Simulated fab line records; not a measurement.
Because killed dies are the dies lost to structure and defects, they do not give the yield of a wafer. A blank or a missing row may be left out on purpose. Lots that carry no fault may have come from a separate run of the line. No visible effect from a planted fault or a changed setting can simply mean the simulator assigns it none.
A struck lot beside a sound one / flow sky130 / 21 out of 708 route steps
Sound: these wafers, L326.2, L326.3, L326.5. Wafers struck: L342.1, L342.3, L342.6. Last of all comes the cause.
Each step with rows lists, per side, the tool, then ch with its chambers, then its first start. Under that, the readings that differ: sound wafers / struck wafers / difference of the means / sigmas: that difference in standard deviations of wafers without a fault.
alike: words and numbers the same on both sides, and readings whose means are apart by under 2 such deviations; not compared: readings that were withheld, readings missing a value for some wafer, numbers with overlapping values and no deviation given by the record, and bounds like >300 which may hide the same value.
Wherever a step has rows on one side only, a row that says differs or no value, or a row with sigmas, the two part there. Numbers that don't overlap but have no deviation are shown without sigmas and don't part them. A reading that every wafer of one side lacks parts them only if that side has two wafers or more.

first, 1 step without rows for these wafers: SKY_RES_XHIGH_IMPLANT_07.
SKY_RES_XHIGH_STRIP_08: strips in O2/N2.
  sound on plasma_asher-02 ch 1, day 29 08:12; struck on plasma_asher-03 ch 0,1, day 33 20:34
reading=drypump_motor_current_A (A); sound=6.26 6.26 6.25; struck=5.49 5.47 5.54; difference=-0.76; sigmas=-3
  alike: oes_product_au, strip_time_to_endpoint_s
  not compared: rf_hours_counter_h
SKY_RES_XHIGH_TW_MEAS_09:
  struck on film_metro-03, day 33 20:40; sound on film_metro-04, day 29 08:19
  alike: RES_XHIGH_TW
then, 7 steps without rows for these wafers: SKY_SD_N_DEHYDRATE_00 (time 60 s); SKY_SD_N_HMDS_01 (prime time 60 s); SKY_SD_N_COAT_02 (resist thk 1140 nm); SKY_SD_N_SOFTBAKE_03 (time 60 s); SKY_SD_N_EXPOSE_04 (exposes mask NSDM, target cd 380 nm); SKY_SD_N_PEB_05; SKY_SD_N_DEVELOP_06 (develop time 60 s).
SKY_SD_N_CD_MEAS_07: target cd 380 nm.
  struck on cd_sem-02, day 34 23:12; sound on cd_sem-02, day 30 11:59
  alike: cd_nm
SKY_SD_N_OVL_MEAS_08:
  struck on overlay-02, day 34 23:19; sound on overlay-02, day 30 12:05
  alike: SD_N_OVL
SKY_SD_N_IMPLANT_09:
  sound on implanter-04 ch 0, day 30 12:08; struck on implanter-01 ch 0, day 34 23:22
reading=beam_on_s (s); sound=19.9 20.0 20.3; struck=10.2 10.0 9.9; difference=-10.0; sigmas=-13
reading=dose_ions_cm2; sound=4.002e+15 4.001e+15 4.002e+15; struck=2.055e+15 2.051e+15 2.057e+15; difference=-1.947e+15; sigmas=-99 or more
  alike: tilt_deg
following that, these wafers have no rows for 1 step: SKY_SD_N_IMPLANT_10.
SKY_SD_N_STRIP_11: strips in O2/N2.
  sound on plasma_asher-03 ch 0,1, day 30 12:25; struck on plasma_asher-04 ch 0,1, day 34 23:40
reading=drypump_motor_current_A (A); sound=5.49 5.55 5.48; struck=6.45 6.44 5.93; difference=+0.77; sigmas=+3
reading=oes_product_au (a.u.); sound=0.542 0.524 0.521; struck=0.555 0.558 0.567; difference=+0.031; sigmas=+7
reading=strip_time_to_endpoint_s (s); sound=22.54 22.52 22.54; struck=20.28 20.31 20.28; difference=-2.24; sigmas=-52
  not compared: rf_hours_counter_h
SKY_SD_N_TW_MEAS_12:
  struck on film_metro-03, day 34 23:46; sound on film_metro-03, day 30 12:32
reading=SD_N_TW; sound=3988 4007 3996; struck=3915 3907 3900; difference=-90; sigmas=-4
then, 1 step without rows for these wafers: SKY_SD_N_CLEAN_13 (cleans in SC1/SC2, time 150 s).
SKY_SD_N_RTA_14: time 2 s.
  sound on rtp_anneal-01 ch 0, day 30 12:39; struck on rtp_anneal-02 ch 0, day 34 23:52
  alike: lamp_power_pct, ramp_up_c_per_s, wafer_temp_C_max
SKY_SD_N_RS_MEAS_16: measures by four-point-probe.
  struck on film_metro-01, day 35 00:02; sound on film_metro-01, day 30 12:53
reading=SD_N_RS (ohm/sq); sound=68.43 68.51 68.52; struck=77.09 77.07 77.16; difference=+8.62; sigmas=+78
SKY_SD_N_RS_MEAS_17: measures by four-point-probe.
  struck on film_metro-01, day 35 00:10; sound on film_metro-01, day 30 13:00
  alike: SD_P_RS
-- the record jumps here: 16 days lie between the struck wafers' starts before and after (it left off in module SD_N and takes up again in module PAD_OPEN, whose first step shown is number 708 of the route) --
SKY_PAD_OPEN_PROBE_99:
  struck on prober-02, day 50 19:46; sound on prober-02, day 47 17:40
reading=killed_at_M0_to_M3; sound=58 49 52; struck=31 39 41; difference=-16; sigmas=-3
reading=killed_dies; sound=103 91 92; struck=66 77 72; difference=-24; sigmas=-3
reading=killed_open; sound=51 57 44; struck=32 39 37; difference=-15; sigmas=-2
reading=model.etest.res_ndiff.line_ohm_um; sound=768.2 770.5 766.7; struck=890.3 889.1 883.5; difference=+119.2; sigmas=
reading=model.etest.nfet_g5v0d10v5.r_on_ohm_um; sound=1890 1893 1901; struck=1927 1928 1934; difference=+35; sigmas=
reading=model.etest.sonos_uncharged.r_on_ohm_um; sound=806 830.9 820.5; struck=870.5 854.8 874.3; difference=+47.4; sigmas=
reading=model.etest.licon_ndiff.rc_ohm; sound=180.7 183.5 186.2; struck=227.1 211.9 208.3; difference=+32.3; sigmas=
reading=model.etest.res_ndiff_hv.rs_ohm_sq; sound=113.8 114.6 113.1; struck=132.3 132.5 132.6; difference=+18.6; sigmas=
reading=model.etest.res_ndiff.rs_ohm_sq; sound=119.3 120.6 120.8; struck=138.6 136.9 137.4; difference=+17.4; sigmas=
  alike: killed_at_M4_up, killed_at_contacts, killed_at_front_end, killed_at_other, killed_short
  not compared: model.etest.nfet_01v8.r_on_ohm_um

== WHERE THEY PART ==
Last at SKY_PAD_OPEN_PROBE_99 as far as this record goes, first at SKY_RES_XHIGH_STRIP_08.

WHY: whatever the simulator had introduced
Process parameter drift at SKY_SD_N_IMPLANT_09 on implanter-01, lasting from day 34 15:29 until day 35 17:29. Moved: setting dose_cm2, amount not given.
